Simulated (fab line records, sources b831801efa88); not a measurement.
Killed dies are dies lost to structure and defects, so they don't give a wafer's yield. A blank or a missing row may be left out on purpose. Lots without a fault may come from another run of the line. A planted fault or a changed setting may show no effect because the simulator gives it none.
fab line records | flow gf180mcu | part 2 of 2: steps 29 to 38 of 38
record lots=5 wafers=15 last_day=34
route steps=602 shown V5@548 TOP_METAL@567
lots that met no fault: from a run of the same line without faults
start_h: hours from the record's first day to the start of the lot's first wafer shown | wait_h: hours since the lot's step before | " the same as in the row above | L1.1+2: a row that stands for several wafers | - no value, or no start given | * or withheld: withheld | < > ~ a bound
route shown NAME@n: a module of which the file shows steps, and the number in the route of the first | usual: mean/standard deviation of fault-free wafers | same: alike in all rows | chamber/n: place in a boat | sites: the reading at each site | _std_site: their standard deviation | _edge_site: outer sites' mean less inner sites' | radius_mm: how far each site lies from the wafer's centre | mask NAME#n: copy n | behind: the tool/chamber that last shaped the wafer | hold: why the lot was held/for how many hours/how that ended | device: the transistor (n, p or np) that didn't switch | end of line: the same wafers' tests at the end of the route | a step without rows: its recipe alone | killed: dies lost to structure and defects at the first sort, not the wafer's yield | map: a wafer's dies, x killed, . not, _ none there
set.NAME: the setting as run; set.NAME@STEP: as run at that earlier step | model.NAME: the simulator's own value behind a step, which no gauge read
lots at some steps of the route; a table a step, a row a wafer
services: from which hour (start_h, from the record's first day; less than 0 if before it) a tool's chamber was out of use, for how many hours, and why
## steps
# step GF_TOP_METAL_COAT_09
# recipe resist=NOVOLAK spin_rpm=3000 resist_thk_nm=1500
# usual spin_speed_rpm=3000.0/1.8
# columns lot.wafer tool chamber start_h wait_h spin_speed_rpm
L079.3 litho_track-04 0 680.06 0.1 3001.6
L079.4 " 0 " " 2999.6
L079.6 " 0 " " 3000.1
L081.3 litho_track-02 0 691.71 0.1 2999.3
L081.4 " 0 " " 2999.2
L081.5 " 0 " " 2997.4
L086.2 litho_track-03 0 724.33 0.1 2997.6
L086.4 " 0 " " 2999.9
L086.5 " 0 " " 2998.6
L095.2 litho_track-02 0 779.09 0.1 3000.5
L095.5 " 0 " " 2999.7
L095.6 " 0 " " 3002.5
L094.2 litho_track-04 0 782.54 0.1 2996.9
L094.3 " 0 " " 2998.8
L094.4 " 0 " " 2999.2
# step GF_TOP_METAL_SOFTBAKE_10
# recipe temp_c=90 time_s=60 resist=NOVOLAK
# columns lot.wafer tool chamber start_h wait_h
L079.3+4+6 litho_track-04 0 680.21 0.1
L081.3+4+5 litho_track-02 0 691.86 0.1
L086.2+4+5 litho_track-03 0 724.48 0.1
L095.2+5+6 litho_track-02 0 779.24 0.1
L094.2+3+4 litho_track-04 0 782.69 0.1
# step GF_TOP_METAL_EXPOSE_11
# recipe mask_id=MetalTop target_cd_nm=440 na=0.6 source_shape=conventional sigma_outer=0.6 dose_mj=170
# usual reticle_temp_C=22.97/0.1
# columns lot.wafer tool chamber start_h wait_h mask reticle_temp_C
L079.3 iline_stepper-01 0 - - MetalTop#0 23.05
L079.4 " 0 " " MetalTop#0 23.06
L079.6 " 0 " " MetalTop#0 22.91
L081.3 iline_stepper-01 0 - - MetalTop#0 22.98
L081.4 " 0 " " MetalTop#0 22.96
L081.5 " 0 " " MetalTop#0 22.79
L086.2 iline_stepper-02 0 - - MetalTop#0 22.77
L086.4 " 0 " " MetalTop#0 22.93
L086.5 " 0 " " MetalTop#0 23.00
L095.2 iline_stepper-02 0 - - MetalTop#0 22.91
L095.5 " 0 " " MetalTop#0 23.05
L095.6 " 0 " " MetalTop#0 22.84
L094.2 iline_stepper-02 0 - - MetalTop#0 22.89
L094.3 " 0 " " MetalTop#0 22.88
L094.4 " 0 " " MetalTop#0 22.93
# step GF_TOP_METAL_PEB_12
# recipe temp_c=withheld time_s=* resist=NOVOLAK
# columns lot.wafer tool chamber start_h wait_h
L079.3+4+6 litho_track-03 0 - -
L081.3+4+5 litho_track-02 0 - -
L086.2+4+5 litho_track-02 0 - -
L095.2+5+6 litho_track-04 0 - -
L094.2+3+4 litho_track-02 0 - -
# step GF_TOP_METAL_DEVELOP_13
# recipe develop_time_s=60 dev_temp_c=23
# columns lot.wafer tool chamber start_h wait_h
L079.3+4+6 litho_track-03 0 688.90 0.1
L081.3+4+5 litho_track-02 0 701.16 0.1
L086.2+4+5 litho_track-02 0 732.24 0.1
L095.2+5+6 litho_track-04 0 785.89 0.1
L094.2+3+4 litho_track-02 0 790.54 0.1
# step GF_TOP_METAL_CD_MEAS_14
# recipe target_cd_nm=440
# usual cd_nm=440.1/2.3
# columns lot.wafer tool chamber start_h wait_h cd_nm
L079.3 cd_sem-02 - 689.04 0.1 437.4
L079.4 " - " " 440.0
L079.6 " - " " 438.9
L081.3 cd_sem-02 - 701.30 0.1 444.8
L081.4 " - " " 443.1
L081.5 " - " " 441.4
L086.2 cd_sem-01 - 732.38 0.1 440.6
L086.4 " - " " 439.0
L086.5 " - " " 436.7
L095.2 cd_sem-01 - 786.03 0.1 437.6
L095.5 " - " " 438.0
L095.6 " - " " 439.6
L094.2 cd_sem-02 - 790.68 0.1 440.8
L094.3 " - " " 439.2
L094.4 " - " " 441.0
# step GF_TOP_METAL_OVL_MEAS_15
# usual TOP_METAL_OVL=0.8/1.3
# columns lot.wafer tool chamber start_h wait_h TOP_METAL_OVL[nm]
L079.3 overlay-02 - 689.13 0.1 2.0
L079.4 " - " " 2.1
L079.6 " - " " 2.8
L081.3 overlay-02 - 701.40 0.1 -0.8
L081.4 " - " " -1.2
L081.5 " - " " 0.3
L086.2 overlay-02 - 732.49 0.1 -0.6
L086.4 " - " " -1.2
L086.5 " - " " 1.7
L095.2 overlay-02 - 786.14 0.1 2.4
L095.5 " - " " 2.1
L095.6 " - " " -0.5
L094.2 overlay-02 - 790.79 0.1 -0.5
L094.3 " - " " -1.2
L094.4 " - " " -0.7
# step GF_TOP_METAL_METAL_ETCH_16
# recipe chemistry=Cl2/BCl3 mask_material=NOVOLAK target_depth_nm=1077.5 stop_on=SiO2 pressure_mtorr=8 icp_w=800 bias_w=140 Cl2_flow_sccm=80 bcl3_flow_sccm=40 time_s=179.6
# usual drypump_motor_current_A=5.6/0.55 mfc_cl2_sccm=80.03/0.24 oes_product_au=0.965/0.0067 throttle_valve_pct=28.258/0.011
# columns lot.wafer tool chamber start_h wait_h drypump_motor_current_A mfc_cl2_sccm oes_product_au rf_hours_counter_h throttle_valve_pct
L079.3 rie_metal-03 0 689.27 0.1 5.7 80.34 0.971 - 28.261
L079.4 " 0 " " 5.7 80.09 0.966 - 28.253
L079.6 " 0 " " 5.6 80.61 0.963 - 28.256
L081.3 rie_metal-03 0 701.54 0.1 5.6 80.07 0.977 - 28.253
L081.4 " 0 " " 5.6 80.43 0.974 - 28.260
L081.5 " 0 " " 5.6 80.26 0.972 - 28.258
L086.2 rie_metal-01 1 732.52 0.0 5.0 80.19 0.959 5 28.274
L086.4 " 0 " " 6.2 79.93 0.959 - 28.248
L086.5 " 1 " " 5.0 80.08 0.967 - 28.266
L095.2 rie_metal-04 1 786.17 0.0 6.1 80.16 0.969 3 28.261
L095.5 " 0 " " 6.3 80.54 0.963 - 28.258
L095.6 " 1 " " 6.1 79.82 0.971 - 28.264
L094.2 rie_metal-01 0 790.82 0.0 6.2 80.39 0.957 12 28.269
L094.3 " 0 " " 6.2 80.24 0.965 - 28.261
L094.4 " 1 " " 5.0 79.83 0.965 - 28.290
# step GF_TOP_METAL_STRIP_17
# recipe chemistry=O2/N2 power_w=1400 pressure_mtorr=1500 platen_temp_c=250 o2_flow_sccm=3000 n2_flow_sccm=300 overash_fraction=0.5
# usual drypump_motor_current_A=5.7/0.54 heater_power_w=345/31 oes_product_au=0.710/0.0046 strip_time_to_endpoint_s=13.47/0.1
# columns lot.wafer tool chamber start_h wait_h drypump_motor_current_A heater_power_w oes_product_au rf_hours_counter_h strip_time_to_endpoint_s
L079.3 plasma_asher-01 1 689.54 0.2 6.1 347 0.709 - 13.50
L079.4 " 0 " " 5.0 332 0.718 - 13.49
L079.6 " 1 " " 6.1 342 0.709 - 13.54
L081.3 plasma_asher-03 0 701.80 0.2 5.3 389 0.713 - 13.55
L081.4 " 1 " " 5.7 370 0.709 - 13.51
L081.5 " 0 " " 5.3 399 0.707 - 13.56
L086.2 plasma_asher-04 1 732.69 0.1 5.3 290 0.713 116 13.49
L086.4 " 0 " " 6.5 329 0.715 - 13.29
L086.5 " 1 " " 5.2 306 0.717 - 13.37
L095.2 plasma_asher-03 1 786.34 0.1 5.7 372 0.698 72 13.27
L095.5 " 1 " " 5.7 370 0.706 - 13.36
L095.6 " 0 " " 5.3 401 0.711 - 13.32
L094.2 plasma_asher-04 0 790.99 0.1 6.6 331 0.714 5 13.33
L094.3 " 0 " " 6.5 329 0.709 - 13.35
L094.4 " 1 " " 5.2 311 0.721 - 13.48
# step GF_TOP_METAL_STRIP_18
# recipe chemistry=post_etch_residue_remover time_s=1200 temp_c=72.5
# columns lot.wafer tool chamber start_h wait_h
L079.3+4+6 wet_bench-01 2 689.61 0.0
L081.3+4+5 wet_bench-02 3 701.87 0.0
L086.2+4+5 wet_bench-01 0 732.79 0.1
L095.2+5+6 wet_bench-02 0 786.44 0.1
L094.2+3+4 wet_bench-04 0 791.09 0.1
## services
# columns tool chamber start_h hours kind
wet_bench-02 - 651.07 1.0 repair
cvd_w-01 - 651.60 2.8 pm
plasma_asher-04 - 656.84 2.3 repair
plasma_asher-04 - 658.31 0.5 repair
krf_scanner-02 - 658.66 0.8 pm
rie_diel-02 2 680.62 10.0 repair
krf_scanner-01 - 684.53 1.0 pm
wet_bench-02 - 685.34 1.8 repair
krf_scanner-02 - 687.25 0.8 pm
krf_scanner-01 - 691.57 0.8 pm
rie_diel-02 0 700.51 3.8 repair
rie_diel-02 - 702.76 14.6 repair
pvd_sputter-02 - 716.08 0.7 repair
krf_scanner-02 - 717.59 4.0 pm
plasma_asher-04 - 724.71 0.5 repair
cmp-01 - 732.70 17.0 repair
plasma_asher-04 - 733.75 9.0 pm
cmp-01 - 740.12 2.6 repair
iline_stepper-02 - 740.37 1.7 pm
cvd_w-01 - 748.54 1.5 repair
cmp-01 - 749.73 4.0 pm
cmp-01 - 782.88 4.2 pm
krf_scanner-02 - 782.89 3.6 pm
krf_scanner-02 - 786.45 1.0 pm
